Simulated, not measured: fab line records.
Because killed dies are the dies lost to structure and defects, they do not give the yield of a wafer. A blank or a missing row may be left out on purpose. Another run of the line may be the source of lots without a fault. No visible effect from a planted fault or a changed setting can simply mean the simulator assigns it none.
A struck lot beside a sound one + flow gf180mcu + 17 steps out of a route of 602
Sound: the wafers L433.3, L433.4, L433.5. Struck: wafer L438.4. (L438.2 of the same lot was not struck and is left out.) The cause comes at the end.
For every step that has rows: the tool of each side, followed by ch and its chambers, followed by its first start. Under that, the readings that differ: sound wafers + struck wafers + difference of the means + sigmas: that difference in standard deviations of wafers without a fault.
alike: words and numbers the same on both sides, and readings whose means are apart by under 2 such deviations; not compared: readings that were withheld, readings missing a value for some wafer, numbers with overlapping values and no deviation given by the record, and bounds like >300 which may hide the same value.
The two part at a step that has a row with sigmas, a row that says differs or no value, or rows on one side only. Numbers that don't overlap but have no deviation are shown without sigmas and don't part them. A reading missing from all wafers of one side parts the sides only when that side holds two or more wafers.

first, 4 steps without rows for these wafers: GF_M4_SOFTBAKE_10 (time 60 s); GF_M4_EXPOSE_11 (exposes mask Metal4, target cd 280 nm); GF_M4_PEB_12 (peb time 90 s); GF_M4_DEVELOP_13 (develop time 60 s).
GF_M4_CD_MEAS_14: target cd 280 nm.
  sound on cdSem-01, day 24 05:59; struck on cdSem-02, day 26 05:44
| reading   | sound             | struck | difference | sigmas |
|-----------|-------------------|--------|------------|--------|
| cdNm (nm) | 277.5 277.9 276.8 | 280.5  | +3.1       | +2     |
GF_M4_OVL_MEAS_15:
  sound on overlay-02, day 24 06:05; struck on overlay-02, day 26 05:50
  alike: M4_OVL
GF_M4_METAL_ETCH_16: etches the open film in Cl2/BCl3, stops on SiO2, target depth 750.8 nm, time 125.1 s.
  sound on rieMetal-04 ch 0,1, day 24 06:09; struck on rieMetal-02 ch 1, day 26 05:52
  alike: bcl3FlowSccm, drypumpMotorCurrentA, oesProductAu, throttleValvePct
  not compared: rfHoursCounterH
GF_M4_STRIP_17: strips in O2/N2.
  sound on plasmaAsher-01 ch 0,1, day 24 06:16; struck on plasmaAsher-02 ch 1, day 26 06:00
| reading          | sound       | struck | difference | sigmas |
|------------------|-------------|--------|------------|--------|
| heaterPowerW (W) | 293 309 303 | 380    | +78        | +3     |
  alike: drypumpMotorCurrentA, oesProductAu, stripTimeToEndpointS
  not compared: rfHoursCounterH
then, 3 steps without rows for these wafers: GF_M4_STRIP_18 (strips in post etch residue remover, time 1200 s); GF_M4_CLEAN_19 (cleans in DIW); GF_V4_CVD_00 (deposits SiO2, target thk 600 nm, time 100 s).
GF_V4_THK_MEAS_01:
  sound on filmMetro-02, day 24 06:52; struck on filmMetro-04, day 26 06:37
  alike: V4_CVD_00_THK
GF_V4_CVD_02: deposits SiO2 from TEOS, target thk 850 nm, time 94.851 s.
  sound on pecvd-02 ch 0,1,2, day 24 06:54; struck on pecvd-04 ch 2, day 26 06:40
| reading                            | sound             | struck | difference | sigmas |
|------------------------------------|-------------------|--------|------------|--------|
| heaterPowerW (W)                   | 652 461 727       | 883    | +270       | +2     |
| model.SiO2_of_V4_CVD_02.thkNm (nm) | 837.6 866.5 863.2 | 1146   | +290       |        |
GF_V4_THK_MEAS_03:
  sound on filmMetro-03, day 24 06:59; struck on filmMetro-03, day 26 06:45
| reading            | sound       | struck | difference | sigmas |
|--------------------|-------------|--------|------------|--------|
| V4_CVD_02_THK (nm) | 838 867 863 | 1146   | +290       | +26    |
GF_V4_CMP_04: polishes SiO2.
  sound on cmp-01 ch 0,3, day 24 07:02; struck on cmp-01 ch 3, day 26 06:51
| reading             | sound    | struck | difference | sigmas |
|---------------------|----------|--------|------------|--------|
| timeToEndpointS (s) | 82 83 94 | 205    | +119       | +20    |
  alike: motorCurrentA
GF_V4_BOW_MEAS_05:
  sound on filmMetro-03, day 24 07:22; struck on filmMetro-04, day 26 07:07
  alike: V4_BOW
-- the record jumps here: 5 days lie between the struck wafers' starts before and after (it left off in module V4 and takes up again in module PASSIVATION, whose first step shown is number 602 of the route) --
GF_PASSIVATION_PROBE_99:
  only the struck wafers here have rows in the record (prober-02, day 31 09:17); the sound ones have none

WHERE THEY PART
Last at GF_PASSIVATION_PROBE_99 as far as this record goes, first at GF_M4_CD_MEAS_14.

WHY: whatever the simulator had introduced
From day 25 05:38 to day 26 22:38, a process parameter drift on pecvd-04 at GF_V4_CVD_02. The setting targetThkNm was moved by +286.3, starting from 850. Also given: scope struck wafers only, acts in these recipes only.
